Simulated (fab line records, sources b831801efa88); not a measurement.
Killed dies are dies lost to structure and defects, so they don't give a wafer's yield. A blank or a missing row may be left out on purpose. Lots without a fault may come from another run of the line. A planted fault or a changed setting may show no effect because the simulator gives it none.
fab line records | flow sky130
record lots=14 wafers=42 last_day=50
route steps=708 shown VT_ADJUST_HVTP@96 VT_ADJUST_LVTN@115 VT_ADJUST_NCORE@128
lots that met no fault: from a run of the same line without faults
start_h: hours from the record's first day to the start of the lot's first wafer shown | wait_h: hours since the lot's step before | " the same as in the row above | L1.1+2: a row that stands for several wafers | - no value, or no start given | * or withheld: withheld | < > ~ a bound
route shown NAME@n: a module of which the file shows steps, and the number in the route of the first | usual: mean/standard deviation of fault-free wafers | same: alike in all rows | chamber/n: place in a boat | sites: the reading at each site | _std_site: their standard deviation | _edge_site: outer sites' mean less inner sites' | radius_mm: how far each site lies from the wafer's centre | mask NAME#n: copy n | behind: the tool/chamber that last shaped the wafer | hold: why the lot was held/for how many hours/how that ended | device: the transistor (n, p or np) that didn't switch | end of line: the same wafers' tests at the end of the route | a step without rows: its recipe alone | killed: dies lost to structure and defects at the first sort, not the wafer's yield | map: a wafer's dies, x killed, . not, _ none there
set.NAME: the setting as run; set.NAME@STEP: as run at that earlier step | model.NAME: the simulator's own value behind a step, which no gauge read
steps of the route over a sample of lots; a table a step, a row a wafer
services: from which hour (start_h, from the record's first day; less than 0 if before it) a tool's chamber was out of use, for how many hours, and why
## steps
# step SKY_VT_ADJUST_HVTP_TW_MEAS_11
# usual VT_ADJUST_HVTP_TW=1363/15
# columns lot.wafer tool chamber start_h wait_h VT_ADJUST_HVTP_TW
L238.2 film_metro-04 - 134.53 0.1 1367
L238.3 " - " " 1362
L238.6 " - " " 1373
L239.1 film_metro-03 - 134.88 0.1 1368
L239.2 " - " " 1361
L239.3 " - " " 1369
L243.1 film_metro-04 - 160.81 0.1 1384
L243.2 " - " " 1384
L243.4 " - " " 1382
L247.1 film_metro-01 - 183.71 0.1 1343
L247.2 " - " " 1340
L247.4 " - " " 1338
L248.3 film_metro-01 - 190.73 0.1 1344
L248.5 " - " " 1353
L248.6 " - " " 1342
L249.1 film_metro-03 - 200.48 0.1 1361
L249.3 " - " " 1358
L249.5 " - " " 1368
L250.2 film_metro-04 - 208.02 0.1 1370
L250.3 " - " " 1372
L250.4 " - " " 1370
L251.2 film_metro-01 - 212.72 0.1 1344
L251.5 " - " " 1339
L251.6 " - " " 1339
L252.1 film_metro-04 - 218.46 0.1 1374
L252.4 " - " " 1378
L252.6 " - " " 1380
L254.1 film_metro-04 - 232.32 0.1 1383
L254.3 " - " " 1378
L254.6 " - " " 1380
L256.1 film_metro-03 - 240.65 0.1 1379
L256.3 " - " " 1367
L256.6 " - " " 1379
L257.4 film_metro-04 - 248.13 0.1 1379
L257.5 " - " " 1375
L257.6 " - " " 1371
L258.1 film_metro-01 - 256.76 0.1 1319
L258.3 " - " " 1331
L258.4 " - " " 1331
L259.4 film_metro-03 - 275.92 0.1 1361
L259.5 " - " " 1357
L259.6 " - " " 1363
# step SKY_VT_ADJUST_LVTN_OVL_MEAS_18
# usual VT_ADJUST_LVTN_01_OVL=-0.4/1.5
# columns lot.wafer tool chamber start_h wait_h VT_ADJUST_LVTN_01_OVL[nm]
L238.2 overlay-02 - 172.15 0.1 -1.9
L238.3 " - " " -2.5
L238.6 " - " " -2.1
L239.1 overlay-02 - 174.04 0.1 -2.9
L239.2 " - " " -2.6
L239.3 " - " " -1.5
L243.1 overlay-01 - 202.61 0.1 -1.1
L243.2 " - " " -0.2
L243.4 " - " " -1.1
L247.1 overlay-02 - 228.13 0.1 2.2
L247.2 " - " " 2.4
L247.4 " - " " 2.7
L248.3 overlay-02 - 236.30 0.1 -1.0
L248.5 " - " " 0.5
L248.6 " - " " 0.1
L249.1 overlay-02 - 244.98 0.1 0.1
L249.3 " - " " -0.1
L249.5 " - " " 0.2
L250.2 overlay-01 - 254.48 0.1 -1.5
L250.3 " - " " -2.3
L250.4 " - " " -1.0
L251.2 overlay-01 - 258.68 0.1 -1.9
L251.5 " - " " -0.5
L251.6 " - " " -0.6
L252.1 overlay-02 - 265.99 0.1 -0.3
L252.4 " - " " -1.9
L252.6 " - " " -0.9
L254.1 overlay-02 - 280.04 0.1 1.7
L254.3 " - " " 1.1
L254.6 " - " " 0.7
L256.1 overlay-02 - 289.29 0.1 1.1
L256.3 " - " " 0.7
L256.6 " - " " -0.4
L257.4 overlay-02 - 297.07 0.1 0.2
L257.5 " - " " 0.2
L257.6 " - " " 0.2
L258.1 overlay-02 - 305.75 0.1 -0.1
L258.3 " - " " -0.2
L258.4 " - " " 0.8
L259.4 overlay-01 - 327.56 0.1 -0.9
L259.5 " - " " -2.2
L259.6 " - " " -1.5
# step SKY_VT_ADJUST_NCORE_IMPLANT_09
# recipe species=B energy_kev=10 dose_cm2=2.4e+12 tilt_deg=withheld
# usual beam_energy_keV=9.999/0.0036 beam_on_s=10.00/0.21 faraday_current_uA=13.54/0.28
# columns lot.wafer tool chamber start_h wait_h beam_energy_keV beam_on_s faraday_current_uA
L238.2 implanter-02 0 193.44 0.0 10.003 9.99 13.57
L238.3 " 0 " " 10.003 9.74 13.94
L238.6 " 0 " " 9.999 10.22 13.22
L239.1 implanter-01 0 194.98 0.0 10.001 10.12 13.40
L239.2 " 0 " " 10.004 9.97 13.62
L239.3 " 0 " " 9.999 9.78 13.89
L243.1 implanter-01 0 225.73 0.0 10.000 10.18 13.26
L243.2 " 0 " " 9.997 9.92 13.68
L243.4 " 0 " " 9.999 10.12 13.36
L247.1 implanter-02 - 251.51 0.0 - - -
L247.2 " - " " - - -
L247.4 " - " " - - -
L248.3 implanter-03 - 260.48 0.1 - - -
L248.5 " - " " - - -
L248.6 " - " " - - -
L249.1 implanter-02 0 269.61 0.0 9.995 10.07 13.46
L249.3 " 0 " " 9.997 9.72 13.91
L249.5 " 0 " " 9.995 9.68 13.93
L250.2 implanter-02 0 278.91 0.0 9.995 9.95 13.62
L250.3 " 0 " " 10.002 9.70 13.91
L250.4 " 0 " " 9.993 10.02 13.53
L251.2 implanter-01 0 283.16 0.0 9.999 9.79 13.81
L251.5 " 0 " " 10.000 9.98 13.48
L251.6 " 0 " " 9.994 10.20 13.21
L252.1 implanter-03 0 290.66 0.0 9.998 10.46 12.92
L252.4 " 0 " " 9.999 9.93 13.63
L252.6 " 0 " " 9.998 9.76 13.82
L254.1 implanter-03 0 305.01 0.0 10.001 9.88 13.64
L254.3 " 0 " " 9.999 10.09 13.40
L254.6 " 0 " " 10.000 9.78 13.83
L256.1 implanter-01 0 315.13 0.0 10.003 9.94 13.57
L256.3 " 0 " " 9.997 10.33 13.18
L256.6 " 0 " " 10.001 10.31 13.14
L257.4 implanter-02 0 323.50 0.1 9.996 9.81 13.74
L257.5 " 0 " " 9.997 10.08 13.36
L257.6 " 0 " " 9.998 9.96 13.63
L258.1 implanter-02 0 332.38 0.0 9.998 10.24 13.20
L258.3 " 0 " " 10.003 10.26 13.18
L258.4 " 0 " " 10.003 10.29 13.11
L259.4 implanter-02 0 354.04 0.1 10.001 10.54 12.82
L259.5 " 0 " " 10.001 10.04 13.56
L259.6 " 0 " " 10.005 10.00 13.51
# step SKY_VT_ADJUST_NCORE_STRIP_10
# recipe chemistry=O2/N2 power_w=1400 pressure_mtorr=1500 platen_temp_c=withheld o2_flow_sccm=3000 n2_flow_sccm=300 overash_fraction=0.5
# usual chamber_pressure_mTorr=1499.9/1.3 drypump_motor_current_A=5.9/0.54 oes_product_au=0.716/0.0044 strip_time_to_endpoint_s=14.19/0.04
# columns lot.wafer tool chamber start_h wait_h chamber_pressure_mTorr drypump_motor_current_A oes_product_au rf_hours_counter_h strip_time_to_endpoint_s
L238.2 plasma_asher-04 1 193.56 0.1 1498.0 5.8 0.720 51 14.21
L238.3 " 0 " " 1498.6 6.6 0.713 - 14.22
L238.6 " 1 " " 1498.7 5.8 0.722 - 14.20
L239.1 plasma_asher-03 0 195.13 0.1 1499.5 5.9 0.717 49 14.20
L239.2 " 1 " " 1498.8 6.2 0.715 49 14.16
L239.3 " 0 " " 1500.3 5.9 0.713 - 14.17
L243.1 plasma_asher-02 1 225.88 0.1 1498.1 6.0 0.720 41 14.19
L243.2 " 0 " " 1499.8 5.0 0.713 41 14.14
L243.4 " 1 " " 1500.4 6.1 0.713 - 14.16
L247.1 plasma_asher-04 1 251.66 0.1 1499.4 5.8 0.712 56 14.22
L247.2 " 0 " " 1501.9 6.6 0.715 56 14.24
L247.4 " 0 " " 1498.9 6.6 0.720 - 14.17
L248.3 plasma_asher-04 1 260.61 0.1 1502.5 5.8 0.717 - 14.29
L248.5 " 0 " " 1500.7 6.6 0.710 - 14.30
L248.6 " 1 " " 1499.8 5.8 0.704 - 14.26
L249.1 plasma_asher-04 0 269.76 0.1 1500.8 6.6 0.721 58 14.18
L249.3 " 0 " " 1503.5 6.6 0.720 - 14.20
L249.5 " 1 " " 1498.8 5.8 0.721 - 14.22
L250.2 plasma_asher-04 1 279.03 0.1 1500.4 5.8 0.720 59 14.16
L250.3 " 0 " " 1501.3 6.6 0.710 - 14.21
L250.4 " 1 " " 1500.1 5.8 0.716 - 14.24
L251.2 plasma_asher-02 0 283.28 0.1 1500.8 5.0 0.717 47 14.20
L251.5 " 0 " " 1499.9 5.0 0.715 - 14.18
L251.6 " 1 " " 1498.4 6.1 0.717 - 14.15
L252.1 plasma_asher-04 1 290.81 0.1 1501.5 5.8 0.706 60 14.16
L252.4 " 0 " " 1498.5 6.6 0.723 - 14.17
L252.6 " 0 " " 1501.0 6.6 0.716 - 14.17
L254.1 plasma_asher-04 1 305.16 0.1 1499.9 5.8 0.724 62 14.17
L254.3 " 0 " " 1501.1 6.6 0.712 - 14.23
L254.6 " 1 " " 1501.9 5.8 0.715 - 14.20
L256.1 plasma_asher-04 1 315.28 0.1 1501.2 5.8 0.714 63 14.23
L256.3 " 0 " " 1501.2 6.6 0.723 - 14.22
L256.6 " 1 " " 1498.5 5.8 0.718 - 14.24
L257.4 plasma_asher-02 0 323.61 0.1 1500.1 5.0 0.712 - 14.14
L257.5 " 1 " " 1498.7 6.0 0.723 - 14.20
L257.6 " 0 " " 1500.2 5.0 0.711 - 14.14
L258.1 plasma_asher-04 0 332.53 0.1 1500.9 6.6 0.716 64 14.18
L258.3 " 1 " " 1499.1 5.8 0.716 - 14.12
L258.4 " 0 " " 1500.9 6.6 0.726 - 14.16
L259.4 plasma_asher-02 0 354.14 0.1 1499.9 4.9 0.725 - 14.18
L259.5 " 0 " " 1500.5 5.0 0.716 - 14.15
L259.6 " 1 " " 1503.4 6.1 0.717 - 14.19
# step SKY_VT_ADJUST_NCORE_TW_MEAS_11
# usual VT_ADJUST_NCORE_TW=217.9/1.9
# columns lot.wafer tool chamber start_h wait_h VT_ADJUST_NCORE_TW
L238.2 film_metro-04 - 193.67 0.1 220.6
L238.3 " - " " 221.3
L238.6 " - " " 222.8
L239.1 film_metro-02 - 195.23 0.1 218.3
L239.2 " - " " 217.2
L239.3 " - " " 218.2
L243.1 film_metro-01 - 225.98 0.1 217.9
L243.2 " - " " 219.0
L243.4 " - " " 218.4
L247.1 film_metro-01 - 251.76 0.1 29.4
L247.2 " - " " 29.3
L247.4 " - " " 29.3
L248.3 film_metro-02 - 260.70 0.1 29.9
L248.5 " - " " 29.9
L248.6 " - " " 29.8
L249.1 film_metro-02 - 269.86 0.1 218.4
L249.3 " - " " 217.3
L249.5 " - " " 218.0
L250.2 film_metro-02 - 279.14 0.1 218.2
L250.3 " - " " 217.6
L250.4 " - " " 217.9
L251.2 film_metro-01 - 283.39 0.1 217.3
L251.5 " - " " 217.5
L251.6 " - " " 217.5
L252.1 film_metro-02 - 290.91 0.1 218.9
L252.4 " - " " 219.0
L252.6 " - " " 218.2
L254.1 film_metro-02 - 305.26 0.1 218.7
L254.3 " - " " 218.8
L254.6 " - " " 217.9
L256.1 film_metro-01 - 315.38 0.1 215.2
L256.3 " - " " 217.7
L256.6 " - " " 216.7
L257.4 film_metro-01 - 323.71 0.1 215.4
L257.5 " - " " 216.9
L257.6 " - " " 216.7
L258.1 film_metro-01 - 332.63 0.1 216.2
L258.3 " - " " 217.2
L258.4 " - " " 217.1
L259.4 film_metro-02 - 354.24 0.1 217.0
L259.5 " - " " 216.8
L259.6 " - " " 217.7
## services
# columns tool chamber start_h hours kind
implanter-01 - 183.72 6.3 repair
implanter-02 - 194.94 1.6 repair
plasma_asher-03 - 213.50 2.7 repair
implanter-01 - 251.33 5.2 pm
implanter-03 - 283.06 2.9 pm
plasma_asher-03 - 306.54 2.8 pm
implanter-03 - 306.75 1.8 repair
implanter-02 - 328.30 1.6 repair
implanter-03 - 329.70 3.7 repair
implanter-03 - 332.96 1.4 repair
## key
first_sign step=SKY_VT_ADJUST_NCORE_IMPLANT_09 reading=tool_record direction=missing
effect step=SKY_VT_ADJUST_NCORE_TW_MEAS_11 reading=VT_ADJUST_NCORE_TW direction=down sigmas=98 usual=217.9 struck=29.6
met_at SKY_VT_ADJUST_NCORE_IMPLANT_09
struck_lots L247,L248
later_rows_left_out L247.1,L247.2,L247.4,L248.3,L248.5,L248.6
sort_left_out L247.1,L247.2,L247.4,L248.3,L248.5,L248.6
tester_left_out L247,L248
not_acting_at SKY_VT_ADJUST_HVTP_TW_MEAS_11,SKY_VT_ADJUST_LVTN_OVL_MEAS_18,SKY_VT_ADJUST_NCORE_STRIP_10
onset_between 193.44 251.51
fault kind=skipped_step_whole tool=implanter-02,implanter-03 chamber=- onset_h=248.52 steps=SKY_VT_ADJUST_NCORE_IMPLANT_09 scope=struck_lots_only
# tester_left_out: of these lots the tester's yield and bins aren't shown, on N5 and GAA mostly nor the transistor test; their killed dies are dies lost to structure and defects alone, not to doping, threshold or leakage, so they don't give the yield
# sort_left_out: the simulated sort isn't trusted on such a fault, so these wafers' sort isn't shown, and their yield isn't known
# later_rows_left_out: the simulator's readings of these wafers behind a module that went badly wrong aren't trusted and aren't shown, but for the sort
